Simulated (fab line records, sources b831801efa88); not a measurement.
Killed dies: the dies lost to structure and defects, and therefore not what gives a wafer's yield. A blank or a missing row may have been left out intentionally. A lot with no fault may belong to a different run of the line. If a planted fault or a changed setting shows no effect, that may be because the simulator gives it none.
fab line records -- flow sky130
[record] lots = 11, wafers = 33, last_day = 50
route steps=708 shown CAPM@539 METAL3@566 VIA3@574 METAL5@677 PAD_OPEN@708
lots with no fault: from the same line, run without faults
start_h: hours from the record's opening day to when the first of the lot's shown wafers began -- wait_h: how many hours have passed since the lot's step before this one -- " unchanged from the row above -- L1.1+2: one row covering several wafers at once -- - no value, or no start given -- * or withheld: withheld -- < > ~ a bound
route shown NAME@n: NAME is a module with steps in the file, n the number in the route of the first one -- usual: mean/standard deviation taken from wafers without a fault -- same: alike in all rows -- chamber/n: place in a boat -- sites: readings site by site -- _std_site: their standard deviation -- _edge_site: the outer-site mean with the inner-site mean subtracted -- radius_mm: how far each site lies from the wafer's centre -- mask NAME#n: copy n -- behind: the last tool/chamber to shape the wafer -- hold: the reason the lot was held/the length of the hold in hours/how it ended -- device: the n, p or np transistor that did not switch -- end of line: the tests these same wafers got at the end of their route -- for a step that has no rows: nothing shown but its recipe -- killed: count of dies lost to structure and defects at first sort (not the wafer's yield) -- map: shows each die of a wafer: x if killed, . if not, _ if none is there
set.NAME: the setting the step ran with; set.NAME@STEP: the setting that earlier step ran with -- model.NAME: the simulator's own value behind a step, which no gauge read
the route's steps for a sample of lots (tables are steps, rows are wafers)
services: the hour from which a tool's chamber was out of use, counted from the record's first day as start_h (under 0 if before that day), plus the number of hours and why
[[steps]]
[step SKY_CAPM_SPUTTER_02]
[recipe] material = TiN, target_thk_nm = 200, temp_c = 300, power_w = 6500, time_s = 166.7, chamber_pressure_pa = 0.4
[usual] substrate_temp_c = 300.00/0.19, throttle_valve_pct = 29.9/1.2
lot.wafer,tool,chamber,start_h,wait_h,substrate_temp_c,throttle_valve_pct
L365.1,pvd_sputter-04,-,843.36,0.1,299.87,30.9
L365.5,pvd_sputter-04,-,843.36,0.1,300.42,31.2
L365.6,pvd_sputter-04,-,843.36,0.1,300.43,28.5
L366.1,pvd_sputter-02,-,853.16,0.1,300.16,29.4
L366.2,pvd_sputter-02,-,853.16,0.1,299.88,30.0
L366.5,pvd_sputter-02,-,853.16,0.1,299.89,31.3
L370.2,pvd_sputter-01,-,885.65,0.0,299.94,29.9
L370.4,pvd_sputter-01,-,885.65,0.0,300.19,33.0
L370.5,pvd_sputter-01,-,885.65,0.0,300.01,29.8
L376.1,pvd_sputter-02,-,919.99,0.1,300.02,29.2
L376.3,pvd_sputter-02,-,919.99,0.1,299.93,31.3
L376.5,pvd_sputter-02,-,919.99,0.1,300.06,31.0
L378.2,pvd_sputter-02,-,944.23,0.0,300.18,29.4
L378.5,pvd_sputter-02,-,944.23,0.0,299.98,29.9
L378.6,pvd_sputter-02,-,944.23,0.0,300.05,30.9
L379.1,pvd_sputter-02,-,947.90,0.1,300.02,29.0
L379.2,pvd_sputter-02,-,947.90,0.1,300.11,30.4
L379.5,pvd_sputter-02,-,947.90,0.1,299.86,29.1
L380.2,pvd_sputter-04,-,986.71,0.0,299.94,31.1
L380.3,pvd_sputter-04,-,986.71,0.0,300.02,30.4
L380.5,pvd_sputter-04,-,986.71,0.0,300.04,28.5
L381.3,pvd_sputter-01,-,990.67,0.0,300.31,29.5
L381.4,pvd_sputter-01,-,990.67,0.0,299.71,28.5
L381.6,pvd_sputter-01,-,990.67,0.0,299.90,29.9
L386.2,pvd_sputter-01,-,996.91,0.0,299.57,28.6
L386.3,pvd_sputter-01,-,996.91,0.0,299.79,33.0
L386.5,pvd_sputter-01,-,996.91,0.0,300.18,28.7
L387.2,pvd_sputter-04,-,999.68,0.0,300.01,28.6
L387.3,pvd_sputter-04,-,999.68,0.0,299.81,28.3
L387.5,pvd_sputter-04,-,999.68,0.0,300.11,28.3
L388.2,pvd_sputter-01,-,1006.42,0.0,300.29,32.7
L388.5,pvd_sputter-01,-,1006.42,0.0,300.09,29.7
L388.6,pvd_sputter-01,-,1006.42,0.0,300.12,28.8
[step SKY_METAL3_ETCH_16]
[recipe] chemistry = N2/H2, target = BARC, ion_energy_ev = 200, bias_w = 100, pressure_mtorr = 30, n2_flow_sccm = 100, h2_flow_sccm = 200, icp_w = 500, stop_on = SiO2, time_s = 88.2, target_depth_a = 600
[usual] drypump_motor_current_A = 5.8/0.39, he_backside_leak_sccm = 3.38/0.23, oes_product_au = 0.625/0.0047, rf_fwd_power_W = 496.4/1.8, throttle_valve_pct = 13.205/0.0093
lot.wafer,tool,chamber,start_h,wait_h,drypump_motor_current_A,he_backside_leak_sccm,oes_product_au,rf_fwd_power_W,rf_hours_counter_h,throttle_valve_pct
L365.1,rie_metal-01,0,893.08,0.1,6.3,3.31,0.627,498.1,16,13.211
L365.5,rie_metal-01,0,893.08,0.1,6.4,3.25,0.622,497.6,-,13.217
L365.6,rie_metal-01,0,893.08,0.1,6.3,3.22,0.624,499.0,-,13.201
L366.1,rie_metal-01,0,900.33,0.1,6.3,3.22,0.625,497.1,17,13.205
L366.2,rie_metal-01,0,900.33,0.1,6.3,4.35,0.629,498.1,-,13.206
L366.5,rie_metal-01,0,900.33,0.1,6.3,3.31,0.619,496.2,-,13.204
L370.2,rie_metal-02,1,933.09,0.0,5.7,3.55,0.616,497.9,6,13.177
L370.4,rie_metal-02,0,933.09,0.0,5.5,3.56,0.626,495.7,-,13.183
L370.5,rie_metal-02,0,933.09,0.0,5.5,3.55,0.631,496.0,-,13.223
L376.1,rie_metal-01,0,968.95,0.0,6.3,3.45,0.622,496.2,23,13.206
L376.3,rie_metal-01,1,968.95,0.0,5.0,3.24,0.626,498.8,-,13.203
L376.5,rie_metal-01,0,968.95,0.0,6.3,3.36,0.624,495.0,-,13.208
L378.2,rie_metal-04,0,992.00,0.0,5.7,3.25,0.619,494.5,5,13.208
L378.5,rie_metal-04,0,992.00,0.0,5.7,3.16,0.625,495.2,-,13.222
L378.6,rie_metal-04,1,992.00,0.0,6.0,3.70,0.634,494.0,-,13.214
L379.1,rie_metal-04,0,995.75,0.0,5.7,3.10,0.626,495.3,5,13.224
L379.2,rie_metal-04,1,995.75,0.0,6.0,3.53,0.631,495.8,14,13.217
L379.5,rie_metal-04,0,995.75,0.0,5.7,3.13,0.619,496.7,-,13.191
L380.2,rie_metal-01,0,1031.69,0.0,6.4,3.46,0.625,497.0,1,13.201
L380.3,rie_metal-01,1,1031.69,0.0,5.0,2.88,0.619,496.3,-,13.187
L380.5,rie_metal-01,0,1031.69,0.0,6.3,3.52,0.622,493.8,-,13.197
L381.3,rie_metal-04,0,1034.48,0.0,5.7,3.25,0.629,495.7,-,13.207
L381.4,rie_metal-04,1,1034.48,0.0,6.0,3.59,0.623,495.8,-,13.206
L381.6,rie_metal-04,1,1034.48,0.0,6.0,3.50,0.627,495.0,-,13.213
L386.2,rie_metal-02,1,1041.87,0.1,5.7,3.42,0.628,498.9,-,13.202
L386.3,rie_metal-02,1,1041.87,0.1,5.7,3.45,0.618,499.3,-,13.196
L386.5,rie_metal-02,1,1041.87,0.1,5.7,3.58,0.633,497.6,-,13.215
L387.2,rie_metal-02,1,1045.11,0.1,5.7,3.67,0.621,497.7,-,13.196
L387.3,rie_metal-02,1,1045.11,0.1,5.7,3.62,0.624,495.1,-,13.206
L387.5,rie_metal-02,1,1045.11,0.1,5.7,3.67,0.622,497.6,-,13.179
L388.2,rie_metal-01,0,1051.55,0.0,6.3,3.33,0.621,497.7,3,13.205
L388.5,rie_metal-01,0,1051.55,0.0,6.4,3.38,0.621,498.3,-,13.199
L388.6,rie_metal-01,1,1051.55,0.0,5.0,3.25,0.633,495.8,-,13.186
[step SKY_VIA3_THK_MEAS_01]
[recipe] reads = SiO2_of_VIA3_HDPCVD_00
[usual] VIA3_HDPCVD_THK = 1632/17
lot.wafer,tool,chamber,start_h,wait_h,VIA3_HDPCVD_THK[nm]
L365.1,film_metro-01,-,894.24,0.1,1593
L365.5,film_metro-01,-,894.24,0.1,1642
L365.6,film_metro-01,-,894.24,0.1,1600
L366.1,film_metro-01,-,901.49,0.1,1607
L366.2,film_metro-01,-,901.49,0.1,1623
L366.5,film_metro-01,-,901.49,0.1,1612
L370.2,film_metro-03,-,934.37,0.1,1620
L370.4,film_metro-03,-,934.37,0.1,1635
L370.5,film_metro-03,-,934.37,0.1,1624
L376.1,film_metro-03,-,970.04,0.1,1637
L376.3,film_metro-03,-,970.04,0.1,1641
L376.5,film_metro-03,-,970.04,0.1,1652
L378.2,film_metro-01,-,993.24,0.1,1604
L378.5,film_metro-01,-,993.24,0.1,1626
L378.6,film_metro-01,-,993.24,0.1,1642
L379.1,film_metro-04,-,997.13,0.2,1652
L379.2,film_metro-04,-,997.13,0.2,1638
L379.5,film_metro-04,-,997.13,0.2,1622
L380.2,film_metro-03,-,1032.77,0.1,1632
L380.3,film_metro-03,-,1032.77,0.1,1612
L380.5,film_metro-03,-,1032.77,0.1,1643
L381.3,film_metro-03,-,1035.71,0.1,1625
L381.4,film_metro-03,-,1035.71,0.1,1648
L381.6,film_metro-03,-,1035.71,0.1,1652
L386.2,film_metro-01,-,1043.03,0.1,1645
L386.3,film_metro-01,-,1043.03,0.1,1637
L386.5,film_metro-01,-,1043.03,0.1,1636
L387.2,film_metro-04,-,1046.24,0.1,1621
L387.3,film_metro-04,-,1046.24,0.1,1622
L387.5,film_metro-04,-,1046.24,0.1,1639
L388.2,film_metro-04,-,1052.64,0.1,1670
L388.5,film_metro-04,-,1052.64,0.1,1632
L388.6,film_metro-04,-,1052.64,0.1,1624
[step SKY_METAL5_STRIP_16]
[recipe] chemistry = O2/N2, power_w = 1400, pressure_mtorr = 1500, platen_temp_c = withheld, o2_flow_sccm = 3000, n2_flow_sccm = 300, overash_fraction = 0.5
[usual] drypump_motor_current_A = 5.5/0.36, oes_product_au = 0.711/0.0052, strip_time_to_endpoint_s = 13.01/0.18
lot.wafer,tool,chamber,start_h,wait_h,drypump_motor_current_A,oes_product_au,rf_hours_counter_h,strip_time_to_endpoint_s
L365.1,plasma_asher-03,1,1018.22,0.2,5.8,0.711,28,13.06
L365.5,plasma_asher-03,0,1018.22,0.2,4.8,0.702,-,13.20
L365.6,plasma_asher-03,1,1018.22,0.2,5.8,0.706,-,13.15
L366.1,plasma_asher-04,1,1024.52,0.2,5.4,0.705,90,12.81
L366.2,plasma_asher-04,0,1024.52,0.2,5.6,0.714,90,13.24
L366.5,plasma_asher-04,1,1024.52,0.2,5.4,0.711,-,13.19
L370.2,plasma_asher-03,1,1052.33,0.2,5.8,0.707,32,12.73
L370.4,plasma_asher-03,1,1052.33,0.2,5.8,0.710,-,12.98
L370.5,plasma_asher-03,1,1052.33,0.2,5.8,0.705,-,12.75
L376.1,plasma_asher-02,0,1085.67,0.2,5.8,0.717,2,13.09
L376.3,plasma_asher-02,1,1085.67,0.2,5.6,0.717,-,13.00
L376.5,plasma_asher-02,0,1085.67,0.2,5.8,0.718,-,12.81
L378.2,plasma_asher-04,0,1105.98,0.2,5.6,0.709,98,13.14
L378.5,plasma_asher-04,0,1105.98,0.2,5.6,0.713,-,12.90
L378.6,plasma_asher-04,1,1105.98,0.2,5.4,0.706,-,13.02
L379.1,plasma_asher-02,1,1109.42,0.2,5.5,0.723,4,13.05
L379.2,plasma_asher-02,0,1109.42,0.2,5.9,0.711,4,12.81
L379.5,plasma_asher-02,0,1109.42,0.2,5.9,0.710,-,12.73
L380.2,plasma_asher-02,1,1139.59,0.2,5.6,0.714,7,12.93
L380.3,plasma_asher-02,0,1139.59,0.2,5.8,0.708,-,12.92
L380.5,plasma_asher-02,0,1139.59,0.2,5.8,0.713,-,13.20
L381.3,plasma_asher-02,0,1141.21,0.1,5.9,0.710,-,13.06
L381.4,plasma_asher-02,1,1141.21,0.1,5.5,0.711,-,13.16
L381.6,plasma_asher-02,1,1141.21,0.1,5.5,0.712,-,13.14
L386.2,plasma_asher-03,1,1147.79,0.2,5.8,0.703,41,12.80
L386.3,plasma_asher-03,0,1147.79,0.2,4.8,0.712,-,12.78
L386.5,plasma_asher-03,1,1147.79,0.2,5.9,0.711,-,12.82
L387.2,plasma_asher-03,1,1152.62,0.2,5.9,0.711,41,12.69
L387.3,plasma_asher-03,0,1152.62,0.2,4.8,0.704,-,12.67
L387.5,plasma_asher-03,0,1152.62,0.2,4.8,0.714,-,12.71
L388.2,plasma_asher-03,0,1157.04,0.2,4.8,0.712,42,12.93
L388.5,plasma_asher-03,1,1157.04,0.2,5.9,0.704,-,13.02
L388.6,plasma_asher-03,0,1157.04,0.2,4.8,0.703,-,13.20
[step SKY_PAD_OPEN_PROBE_99]
[usual] defect_limited_yield = 82.8/1.9, killed_at_M0_to_M3 = 42/6.3, killed_at_M4_up = 3.2/1.9, killed_at_contacts = 24/5.8, killed_at_front_end = 15/4.3, killed_at_other = 0.2/0.62, killed_dies = 85/9.3, killed_open = 46/6.8, killed_short = 38/6.1, sort_bin_3_pad_short = 0.8/0.43, sort_bin_5_function = 10.2/1.5, sort_bin_6_memory = 6.2/1.1, sort_n_pass = 407/9.3, sort_yield_pct = 82.8/1.9
[same] gross_dies = 492, killed_at_back_side = 0, sort_bin_4_leakage[%] = 0, sort_bin_8_speed[%] = 0
lot.wafer,tool,chamber,start_h,wait_h,defect_limited_yield[%],killed_at_M0_to_M3,killed_at_M4_up,killed_at_contacts,killed_at_front_end,killed_at_other,killed_dies,killed_open,killed_short,sort_bin_3_pad_short[%],sort_bin_5_function[%],sort_bin_6_memory[%],sort_n_pass,sort_yield_pct[%]
L380.2,prober-01,-,1177.44,0.1,73.6,47,50,21,12,0,130,38,41,1.8,18.3,6.3,362,73.6
L380.3,prober-01,-,1177.49,0.2,74.0,43,39,21,25,0,128,50,41,1.8,16.3,7.9,364,74.0
L380.5,prober-01,-,1177.59,0.2,73.4,48,42,24,17,0,131,49,39,2.0,17.9,6.7,361,73.4
L381.3,prober-02,-,1178.80,0.2,77.6,35,44,19,12,0,110,35,33,2.4,14.8,5.1,382,77.6
L381.4,prober-02,-,1178.85,0.2,75.0,37,55,22,9,0,123,39,32,2.2,16.7,6.1,369,75.0
L381.6,prober-02,-,1178.95,0.2,71.7,45,57,23,14,0,139,48,36,2.2,18.9,7.1,353,71.7
// killed by level:class
L380.2 METAL5:unspecified=50 METAL1:geometric_particle:short=9 VIA3:geometric_particle:open=8 VIA1:geometric_particle:open=7 VIA1:geometric_particle:short=6 CONTACT:geometric_particle:open=6 VIA2:geometric_particle:open=6 LOCAL_INTERCONNECT:geometric_particle:short=5
L380.3 METAL5:unspecified=37 VIA1:geometric_particle:open=10 FIELD_ISO:geometric_particle:open=8 LI_CONTACT:geometric_particle:open=6 CONTACT:geometric_particle:open=6 METAL2:geometric_particle:short=6 CONTACT:geometric_particle:short=5 VIA2:geometric_particle:open=5
L380.5 METAL5:unspecified=42 VIA1:geometric_particle:short=14 CONTACT:geometric_particle:open=12 VIA1:geometric_particle:open=10 VIA2:geometric_particle:open=7 POLY_GATE:geometric_particle:open=4 LI_CONTACT:geometric_particle:open=4 FIELD_ISO:geometric_particle:open=3
L381.3 METAL5:unspecified=41 CONTACT:geometric_particle:open=8 VIA2:geometric_particle:open=7 METAL1:geometric_particle:short=6 FIELD_ISO:geometric_particle:short=5 METAL2:geometric_particle:short=5 VIA1:geometric_particle:open=5 CONTACT:geometric_particle:short=4
L381.4 METAL5:unspecified=52 LI_CONTACT:geometric_particle:open=7 CONTACT:geometric_particle:open=6 VIA1:geometric_particle:open=6 VIA2:geometric_particle:open=6 CONTACT:geometric_particle:short=5 METAL1:geometric_particle:short=5 VIA3:geometric_particle:open=5
L381.6 METAL5:unspecified=54 VIA1:geometric_particle:open=12 CONTACT:geometric_particle:open=10 LOCAL_INTERCONNECT:geometric_particle:short=7 METAL2:geometric_particle:short=7 VIA2:geometric_particle:open=7 METAL1:geometric_particle:short=6 VIA1:geometric_particle:short=4
[[services]]
tool,chamber,start_h,hours,kind
pvd_sputter-02,-,823.22,1.2,repair
rie_metal-02,-,826.67,2.7,pm
rie_metal-01,1,848.14,5.9,repair
plasma_asher-03,-,848.84,0.8,repair
plasma_asher-04,-,859.55,1.1,repair
pvd_sputter-02,-,864.32,10.7,repair
rie_metal-01,0,868.32,1.5,repair
rie_metal-04,-,878.60,28.1,pm
rie_metal-01,1,891.50,63.0,repair
rie_metal-01,0,982.90,-,clean
rie_metal-01,0,982.90,26.1,scheduled_down
rie_metal-01,0,982.90,26.1,vent_cycle
rie_metal-02,1,994.78,12.1,repair
rie_metal-01,1,1001.88,12.3,repair
plasma_asher-02,-,1004.53,6.1,repair
plasma_asher-02,-,1044.82,2.9,repair
rie_metal-02,-,1054.93,0.3,repair
plasma_asher-02,-,1055.25,9.0,pm
pvd_sputter-02,-,1060.50,0.9,repair
pvd_sputter-02,-,1063.43,0.7,repair
plasma_asher-04,-,1069.21,1.1,repair
rie_metal-02,-,1094.38,14.6,pm
pvd_sputter-02,-,1108.76,1.9,repair
rie_metal-01,0,1110.88,9.3,repair
[[key]]
[first_sign] step = SKY_PAD_OPEN_PROBE_99, reading = killed_at_M4_up, direction = up, sigmas = 24, usual = 3.2, struck = 47.8
[effect] step = SKY_PAD_OPEN_PROBE_99, reading = defect_limited_yield, direction = down, sigmas = 4.6, usual = 82.8, struck = 74.2
met_at SKY_METAL5_STRIP_16
struck_lots L380,L381
not_acting_at SKY_CAPM_SPUTTER_02,SKY_METAL3_ETCH_16,SKY_VIA3_THK_MEAS_01
onset_between 1109.42 1139.59
[fault] kind = chamber_particle_source, tool = plasma_asher-02, chamber = -, onset_h = 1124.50, steps = SKY_METAL5_STRIP_16, rate_per_visit_cm2 = 0.80728, end_h = 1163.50
